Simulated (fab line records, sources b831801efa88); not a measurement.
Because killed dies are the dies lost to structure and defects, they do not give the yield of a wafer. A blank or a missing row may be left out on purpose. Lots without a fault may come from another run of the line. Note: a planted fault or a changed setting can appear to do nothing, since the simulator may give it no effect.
Which tool was responsible? -- flow gf180mcu -- Sampling: 13 lots, 39 wafers, 4 of 602 route steps

## WHAT EACH GAUGE READ, for each wafer
GF_MVPSD_OVL_MEAS_07. Usual: MVPSD_OVL typically reads 1.0 nm, with standard deviation 1.4.
lot,measured,on,MVPSD_OVL (nm),flag
L557,day 5 03:24,overlay-01,-1.7 -3.2 -0.8,
L558,day 5 07:09,overlay-01,1.4 2.7 -1.1,
L559,day 5 12:11,overlay-02,3.0 1.1 3.7,
L562,day 6 06:50,overlay-02,1.6 2.2 -0.3,
L564,day 6 19:10,overlay-02,2.1 -0.1 1.2,
L565,day 6 23:34,overlay-02,-0.1 0.3 -1.6,
L567,day 7 13:01,overlay-02,1.1 0.8 1.0,
L568,day 7 20:53,overlay-02,1.0 2.5 0.5,
L569,day 8 03:46,overlay-01,0.8 1.9 0.8,
L576,day 9 22:19,overlay-02,-0.2 0.8 0.4,
L577,day 10 05:31,overlay-01,3.8 1.9 1.2,
L578,day 10 11:30,overlay-01,1.6 0.7 1.3,
L579,day 10 17:28,overlay-02,0.0 2.2 1.5,

GF_DUAL_GATE_THK_MEAS_03. Usual: DUAL_GATE_OXIDATION_00_THK typically reads 10.89 nm, with standard deviation 0.24.
lot,measured,on,DUAL_GATE_OXIDATION_00_THK (nm),flag
L557,day 7 18:40,film-metro-03,11.12 11.22 11.02,
L558,day 8 00:40,film-metro-02,10.81 10.79 10.60,
L559,day 8 06:06,film-metro-02,10.87 10.76 10.97,
L562,day 9 02:29,film-metro-04,10.75 10.82 10.75,
L564,day 9 16:59,film-metro-03,10.83 10.68 10.75,
L565,day 9 22:57,film-metro-02,11.33 11.35 11.22,
L567,day 10 12:49,film-metro-04,10.58 10.77 10.83,
L568,day 10 21:36,film-metro-02,10.29 10.32 10.26,
L569,day 11 08:31,film-metro-04,10.59 10.45 10.55,
L576,day 13 04:58,film-metro-04,10.85 10.82 10.95,
L577,day 13 12:37,film-metro-02,10.64 10.86 10.71,
L578,day 13 18:16,film-metro-03,11.14 11.06 11.17,
L579,day 14 02:41,film-metro-04,10.94 11.08 10.87,

GF_DUAL_GATE_OVL_MEAS_11. Usual: DUAL_GATE_OVL typically reads 0.8 nm, with standard deviation 1.3.
lot,measured,on,DUAL_GATE_OVL (nm),flag
L557,day 8 10:37,overlay-02,-1.4 0.1 0.5,
L558,day 8 17:04,overlay-01,2.0 1.0 2.3,
L559,day 8 22:38,overlay-01,1.3 2.1 0.5,
L562,day 9 19:41,overlay-02,2.4 2.0 3.3,
L564,day 10 10:19,overlay-02,0.4 1.2 -0.1,
L565,day 10 17:19,overlay-01,-0.6 0.7 0.9,
L567,day 11 07:43,overlay-01,-0.4 0.5 -0.9,
L568,day 11 16:04,overlay-01,0.4 0.4 1.9,
L569,day 12 02:32,overlay-01,2.4 0.7 -0.1,
L576,day 14 01:04,overlay-02,1.7 1.1 0.9,
L577,day 14 08:38,overlay-01,1.6 1.9 0.3,
L578,day 14 15:01,overlay-01,-1.3 0.2 -0.7,
L579,day 14 23:34,overlay-02,-1.2 0.0 -0.8,

## WHAT TOOL EACH LOT RAN ON (gives the tool, then ch and the chambers of the sampled wafers, and finally the start)
lot,GF_MVPSD_STRIP_10
L557,"plasma-asher-03 ch 0,1, day 5 03:44"
L558,"plasma-asher-04 ch 0,1, day 5 07:29"
L559,"plasma-asher-04 ch 0,1, day 5 12:31"
L562,"plasma-asher-03 ch 1, day 6 07:10"
L564,"plasma-asher-04 ch 0,1, day 6 19:29"
L565,"plasma-asher-03 ch 0,1, day 6 23:53"
L567,"plasma-asher-04 ch 0,1, day 7 13:22"
L568,"plasma-asher-01 ch 0,1, day 7 21:13"
L569,"plasma-asher-03 ch 0,1, day 8 04:05"
L576,"plasma-asher-03 ch 1, day 9 22:38"
L577,"plasma-asher-04 ch 0,1, day 10 05:50"
L578,"plasma-asher-03 ch 0,1, day 10 11:50"
L579,"plasma-asher-03 ch 0,1, day 10 17:50"
- GF_MVPSD_STRIP_10: strips in O2/N2.

## AS READ BY THE TOOLS THEMSELVES (means over the sampled wafers that have a number; for cases with no such wafer, the mark the record gives instead)
GF_MVPSD_STRIP_10. Usual: drypump-motor-current-A 5.6 A, standard deviation 0.38; heater-power-w 325 W, standard deviation 41; oes-product-au 0.722 a.u., standard deviation 0.0039; strip-time-to-endpoint-s 36.94 s, standard deviation 0.081.
lot,tool,drypump-motor-current-A (A),heater-power-w (W),oes-product-au (a.u.),strip-time-to-endpoint-s (s),flag
L557,plasma-asher-03,5.6,364,0.719,36.93,
L558,plasma-asher-04,5.6,298,0.721,37.02,
L559,plasma-asher-04,5.4,288,0.720,36.87,
L562,plasma-asher-03,5.4,397,0.727,36.98,
L564,plasma-asher-04,5.4,288,0.721,36.98,
L565,plasma-asher-03,5.8,332,0.720,36.92,
L567,plasma-asher-04,5.6,300,0.889,-,OFF
L568,plasma-asher-01,5.5,329,0.718,36.89,
L569,plasma-asher-03,5.6,368,0.724,36.98,
L576,plasma-asher-03,5.4,398,0.721,36.98,
L577,plasma-asher-04,5.4,288,0.725,36.88,
L578,plasma-asher-03,5.8,330,0.723,37.04,
L579,plasma-asher-03,5.8,336,0.726,36.83,

## THE ANSWER, worked out from the rows above alone
Rule: take the mean of a lot's wafers that have a number; if it is more than 3 standard deviations from the usual mean, the lot is off. Also off: a lot with no number at a reading for which 4 or more lots have one. Where the step has rows for the other lots, those lots are counted as sound. The gauges are gone through in route order, then the tools' own readings, and for those a lot's mean is taken as printed above. The first step at which some lot is off is used, and at that step the reading that is off furthest; a lot without a number counts as furthest.
Off: L567 (GF_MVPSD_STRIP_10, strip-time-to-endpoint-s). Without a number there: L567.
If a tool, at that step or one of the process steps before it, ran each lot that is off and ran no sound lot following the first of them, it fits. None of those tried fits.

## WHAT HAD BEEN PUT IN BY THE SIMULATOR
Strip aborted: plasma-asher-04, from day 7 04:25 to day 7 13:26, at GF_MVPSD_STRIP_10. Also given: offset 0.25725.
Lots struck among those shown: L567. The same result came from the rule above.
